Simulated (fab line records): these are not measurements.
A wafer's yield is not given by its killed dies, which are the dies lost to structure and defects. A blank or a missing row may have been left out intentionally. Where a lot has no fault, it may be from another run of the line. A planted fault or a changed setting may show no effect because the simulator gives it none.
fab line records | flow gf180mcu
[record] lots = 14 wafers = 41 last_day = 34
route steps=602 shown VT_IMPLANT@99 NSD@247
lots untouched by any fault: they come from a run of this same line in which no faults occurred
start_h: hours from the record's opening day to when the first of the lot's shown wafers began | wait_h: hours since the lot's step before | " unchanged from the row above | L1.1+2: a single row standing in for several wafers | - no value present, or no start provided | * or withheld: withheld | < > ~ a bound
route shown NAME@n: NAME is a module with steps in the file, n the number in the route of the first one | usual: mean/standard deviation taken from wafers without a fault | same: alike in all rows | chamber/n: place in a boat | sites: readings site by site | _std_site: their standard deviation | _edge_site: mean of outer sites minus mean of inner sites | radius_mm: how far each site lies from the wafer's centre | mask NAME#n: copy n | behind: tool/chamber where the wafer was last shaped | hold: why the lot went on hold/how many hours it stayed there/how the hold came to an end | device: names the non-switching transistor (n, p or np) | end of line: the route-end tests of the same wafers | a step with no rows: only its recipe | killed: count of dies lost to structure and defects at first sort (not the wafer's yield) | map: dies across one wafer; x = killed, . = not, _ = none there
set.NAME: the run value of the setting; set.NAME@STEP: its run value at that earlier step | model.NAME: the simulator's own value behind a step, which no gauge read
steps of the route over a sample of lots; a table a step, a row a wafer
services: when a tool's chamber went out of use (start_h, in hours from the record's first day, below 0 if earlier), for how many hours, and the reason
[[steps]]
[step GF_VT_IMPLANT_STRIP_09]
[recipe] chemistry = O2/N2 power_w = 1400 pressure_mtorr = 1500 platen_temp_c = 250 o2_flow_sccm = 3000 n2_flow_sccm = 300 overash_fraction = 0.5
[usual] drypump_motor_current_A = 5.6/0.34 heater_power_w = 330/51 oes_product_au = 0.716/0.005 strip_time_to_endpoint_s = 12.63/0.035
// columns lot.wafer tool chamber start_h wait_h drypump_motor_current_A heater_power_w oes_product_au rf_hours_counter_h strip_time_to_endpoint_s
L312.2 plasma_asher-04 1 110.21 0.1 6.1 293 0.713 32 12.67
L312.5 " 0 " " 5.5 295 0.720 - 12.64
L315.1 plasma_asher-04 0 126.89 0.1 5.5 304 0.717 34 12.65
L315.5 " 0 " " 5.6 301 0.718 - 12.57
L315.6 " 1 " " 6.1 298 0.718 - 12.59
L316.2 plasma_asher-03 1 135.21 0.1 5.2 326 0.712 50 12.64
L316.3 " 0 " " 5.4 362 0.712 - 12.62
L316.5 " 0 " " 5.4 353 0.718 - 12.62
L318.2 plasma_asher-04 1 147.91 0.1 6.1 293 0.711 37 12.61
L318.3 " 1 " " 6.1 285 0.705 - 12.62
L318.5 " 1 " " 6.1 284 0.711 - 12.60
L320.2 plasma_asher-03 1 160.11 0.1 5.2 324 0.713 53 12.66
L320.3 " 1 " " 5.2 329 0.730 - 12.63
L320.4 " 0 " " 5.4 349 0.723 - 12.63
L321.2 plasma_asher-04 0 169.38 0.1 5.5 298 0.719 39 12.59
L321.4 " 1 " " 6.1 291 0.719 - 12.57
L321.6 " 1 " " 6.2 287 0.716 - 12.57
L323.1 plasma_asher-03 0 183.38 0.1 5.4 356 0.716 55 12.56
L323.5 " 0 " " 5.4 356 0.719 - 12.62
L323.6 " 1 " " 5.2 332 0.725 - 12.63
L327.2 plasma_asher-04 1 205.71 0.1 6.1 287 0.713 43 12.68
L327.3 " 0 " " 5.5 304 0.727 - 12.67
L327.6 " 1 " " 6.1 292 0.713 - 12.68
L329.4 plasma_asher-01 0 215.39 0.1 5.9 510 0.708 - 12.71
L329.5 " 1 " " 5.7 332 0.715 - 12.75
L329.6 " 0 " " 5.9 519 0.720 - 12.71
L331.3 plasma_asher-01 1 227.76 0.1 5.7 332 0.713 - 12.64
L331.4 " 0 " " 5.9 495 0.716 - 12.66
L331.5 " 0 " " 5.9 513 0.714 - 12.66
L332.3 plasma_asher-04 1 233.84 0.1 6.2 294 0.723 - 12.61
L332.4 " 0 " " 5.5 308 0.723 - 12.58
L332.6 " 0 " " 5.5 302 0.712 - 12.60
L333.2 plasma_asher-04 0 244.03 0.1 5.5 309 0.726 46 12.60
L333.5 " 0 " " 5.5 302 0.719 - 12.58
L333.6 " 1 " " 6.1 292 0.712 - 12.57
L334.2 plasma_asher-04 1 251.18 0.1 6.1 284 0.711 47 12.67
L334.3 " 1 " " 6.1 287 0.714 - 12.65
L334.5 " 0 " " 5.5 311 0.723 - 12.71
L335.1 plasma_asher-03 0 253.51 0.1 5.4 358 0.715 62 12.62
L335.3 " 0 " " 5.4 354 0.720 - 12.60
L335.5 " 0 " " 5.4 357 0.707 - 12.60
[step GF_VT_IMPLANT_EXPOSE_15]
[recipe] mask_id = Nwell_LV_AREA target_cd_nm = 860 na = 0.6 source_shape = conventional sigma_outer = 0.6 dose_mj = 140
[usual] exposure_dose_mJ_cm2 = 140.03/0.14 focus_offset_nm = 0.0/0.51
// columns lot.wafer tool chamber start_h wait_h mask exposure_dose_mJ_cm2 focus_offset_nm
L312.2 iline_stepper-01 0 117.56 - Nwell_LV_AREA#0 140.07 -0.2
L312.5 " 0 " " Nwell_LV_AREA#0 139.89 -0.1
L315.1 iline_stepper-02 0 134.62 - Nwell_LV_AREA#0 140.15 -0.7
L315.5 " 0 " " Nwell_LV_AREA#0 139.85 0.3
L315.6 " 0 " " Nwell_LV_AREA#0 140.32 0.5
L316.2 iline_stepper-02 0 142.56 - Nwell_LV_AREA#0 140.09 0.2
L316.3 " 0 " " Nwell_LV_AREA#0 140.03 -1.0
L316.5 " 0 " " Nwell_LV_AREA#0 139.98 -0.1
L318.2 iline_stepper-01 0 155.82 - Nwell_LV_AREA#0 140.02 0.0
L318.3 " 0 " " Nwell_LV_AREA#0 140.06 0.4
L318.5 " 0 " " Nwell_LV_AREA#0 139.97 0.2
L320.2 iline_stepper-02 - 168.16 - Nwell_LV_AREA#0 - -
L320.3 " - " " Nwell_LV_AREA#0 - -
L320.4 " - " " Nwell_LV_AREA#0 - -
L321.2 iline_stepper-02 - 177.07 - Nwell_LV_AREA#0 - -
L321.4 " - " " Nwell_LV_AREA#0 - -
L321.6 " - " " Nwell_LV_AREA#0 - -
L323.1 iline_stepper-02 0 191.47 - Nwell_LV_AREA#0 140.24 0.3
L323.5 " 0 " " Nwell_LV_AREA#0 140.17 0.3
L323.6 " 0 " " Nwell_LV_AREA#0 140.15 0.2
L327.2 iline_stepper-02 0 214.67 - Nwell_LV_AREA#0 140.01 0.7
L327.3 " 0 " " Nwell_LV_AREA#0 140.17 1.1
L327.6 " 0 " " Nwell_LV_AREA#0 140.19 0.4
L329.4 iline_stepper-01 0 224.28 - Nwell_LV_AREA#0 140.11 -0.4
L329.5 " 0 " " Nwell_LV_AREA#0 139.94 0.3
L329.6 " 0 " " Nwell_LV_AREA#0 139.99 0.4
L331.3 iline_stepper-02 0 236.86 - Nwell_LV_AREA#0 140.03 0.2
L331.4 " 0 " " Nwell_LV_AREA#0 140.00 0.0
L331.5 " 0 " " Nwell_LV_AREA#0 139.99 -0.3
L332.3 iline_stepper-02 0 243.63 - Nwell_LV_AREA#0 139.85 -0.1
L332.4 " 0 " " Nwell_LV_AREA#0 139.91 0.2
L332.6 " 0 " " Nwell_LV_AREA#0 139.82 -0.5
L333.2 iline_stepper-01 0 253.63 - Nwell_LV_AREA#0 140.33 0.8
L333.5 " 0 " " Nwell_LV_AREA#0 140.29 0.9
L333.6 " 0 " " Nwell_LV_AREA#0 140.14 0.6
L334.2 iline_stepper-01 0 260.67 - Nwell_LV_AREA#0 140.09 0.4
L334.3 " 0 " " Nwell_LV_AREA#0 139.92 0.6
L334.5 " 0 " " Nwell_LV_AREA#0 139.85 0.7
L335.1 iline_stepper-02 0 263.57 - Nwell_LV_AREA#0 140.06 -0.8
L335.3 " 0 " " Nwell_LV_AREA#0 140.02 -0.7
L335.5 " 0 " " Nwell_LV_AREA#0 140.21 -0.6
[step GF_VT_IMPLANT_OVL_MEAS_29]
[usual] VT_IMPLANT_02_OVL = -0.6/1.3
// columns lot.wafer tool chamber start_h wait_h VT_IMPLANT_02_OVL[nm]
L312.2 overlay-02 - 140.01 0.1 -0.5
L312.5 " - " " 1.2
L315.1 overlay-02 - 157.44 0.1 -1.2
L315.5 " - " " -0.8
L315.6 " - " " -0.4
L316.2 overlay-01 - 165.53 0.1 -2.3
L316.3 " - " " -2.4
L316.5 " - " " -1.6
L318.2 overlay-01 - 179.93 0.1 -1.2
L318.3 " - " " 1.1
L318.5 " - " " 1.5
L320.2 overlay-02 - 192.08 0.1 0.0
L320.3 " - " " -1.0
L320.4 " - " " -1.5
L321.2 overlay-02 - 202.33 0.1 -1.0
L321.4 " - " " 1.2
L321.6 " - " " -0.6
L323.1 overlay-01 - 217.12 0.1 -0.7
L323.5 " - " " -0.3
L323.6 " - " " -0.4
L327.2 overlay-01 - 241.53 0.1 0.8
L327.3 " - " " 0.0
L327.6 " - " " -0.1
L329.4 overlay-02 - 251.79 0.1 -1.0
L329.5 " - " " -2.2
L329.6 " - " " -1.1
L331.3 overlay-01 - 265.08 0.1 -3.4
L331.4 " - " " -2.5
L331.5 " - " " -2.4
L332.3 overlay-02 - 271.66 0.1 -2.3
L332.4 " - " " -2.3
L332.6 " - " " -2.8
L333.2 overlay-01 - 283.04 0.1 -0.3
L333.5 " - " " -0.9
L333.6 " - " " -1.2
L334.2 overlay-01 - 289.75 0.1 -0.7
L334.3 " - " " -1.1
L334.5 " - " " -1.7
L335.1 overlay-01 - 292.44 0.1 1.7
L335.3 " - " " 1.9
L335.5 " - " " 0.7
[step GF_NSD_TW_MEAS_12]
[usual] NSD_TW = 4255/66
// columns lot.wafer tool chamber start_h wait_h NSD_TW
L312.2 film_metro-01 - 295.54 0.1 4291
L312.5 " - " " 4264
L315.1 film_metro-03 - 315.28 0.1 4183
L315.5 " - " " 4165
L315.6 " - " " 4173
L316.2 film_metro-02 - 327.54 0.1 4317
L316.3 " - " " 4357
L316.5 " - " " 4331
L318.2 film_metro-02 - 344.91 0.1 4287
L318.3 " - " " 4271
L318.5 " - " " 4280
L323.1 film_metro-02 - 389.34 0.1 4277
L323.5 " - " " 4302
L323.6 " - " " 4294
L327.2 film_metro-03 - 420.48 0.1 4162
L327.3 " - " " 4138
L327.6 " - " " 4170
L329.4 film_metro-01 - 434.47 0.1 4297
L329.5 " - " " 4298
L329.6 " - " " 4285
L331.3 film_metro-01 - 454.61 0.1 4291
L331.4 " - " " 4289
L331.5 " - " " 4295
L332.3 film_metro-02 - 463.02 0.1 4340
L332.4 " - " " 4337
L332.6 " - " " 4333
L333.2 film_metro-02 - 476.88 0.1 4313
L333.5 " - " " 4332
L333.6 " - " " 4333
L334.2 film_metro-01 - 488.53 0.1 4286
L334.3 " - " " 4286
L334.5 " - " " 4256
L335.1 film_metro-01 - 490.09 0.1 4275
L335.3 " - " " 4279
L335.5 " - " " 4265
[[services]]
// columns tool chamber start_h hours kind
plasma_asher-03 - 86.93 0.7 repair
iline_stepper-01 - 89.98 4.4 pm
plasma_asher-03 - 99.18 14.6 pm
plasma_asher-01 - 101.99 11.0 pm
iline_stepper-01 - 103.20 3.1 repair
iline_stepper-02 - 112.72 2.3 repair
plasma_asher-01 - 112.94 9.0 pm
plasma_asher-01 0 112.94 9.0 vent_cycle
plasma_asher-01 1 112.94 9.0 vent_cycle
plasma_asher-01 0 121.94 - clean
plasma_asher-01 1 121.94 - clean
iline_stepper-01 - 123.79 1.7 pm
iline_stepper-02 - 128.76 1.1 repair
iline_stepper-02 - 153.17 10.3 repair
iline_stepper-02 - 163.49 1.7 pm
iline_stepper-01 - 185.72 18.6 repair
plasma_asher-04 - 209.71 1.2 repair
plasma_asher-04 - 214.94 1.6 repair
iline_stepper-02 - 215.99 1.6 repair
plasma_asher-03 - 247.01 2.3 repair
iline_stepper-02 - 249.77 6.0 repair
[[key]]
[first_sign] step = GF_VT_IMPLANT_EXPOSE_15 reading = tool_record direction = missing
effect none on later readings
met_at GF_VT_IMPLANT_EXPOSE_15
struck_lots L320,L321
later_rows_left_out L320.2,L320.3,L320.4,L321.2,L321.4,L321.6
sort_left_out L320.2,L320.3,L320.4,L321.2,L321.4,L321.6
tester_left_out L320,L321
not_acting_at GF_VT_IMPLANT_STRIP_09,GF_VT_IMPLANT_OVL_MEAS_29,GF_NSD_TW_MEAS_12
onset_between 142.56 168.16
[fault] kind = skipped_step_whole tool = iline_stepper-02 chamber = - onset_h = 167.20 steps = GF_VT_IMPLANT_EXPOSE_15 scope = struck_lots_only
// tester_left_out: of these lots the tester's yield and bins aren't shown, on N5 and GAA mostly nor the transistor test; their killed dies are dies lost to structure and defects alone, not to doping, threshold or leakage, so they don't give the yield
// sort_left_out: the simulated sort isn't trusted on such a fault, so these wafers' sort isn't shown, and their yield isn't known
// later_rows_left_out: the simulator's readings of these wafers behind a module that went badly wrong aren't trusted and aren't shown, but for the sort
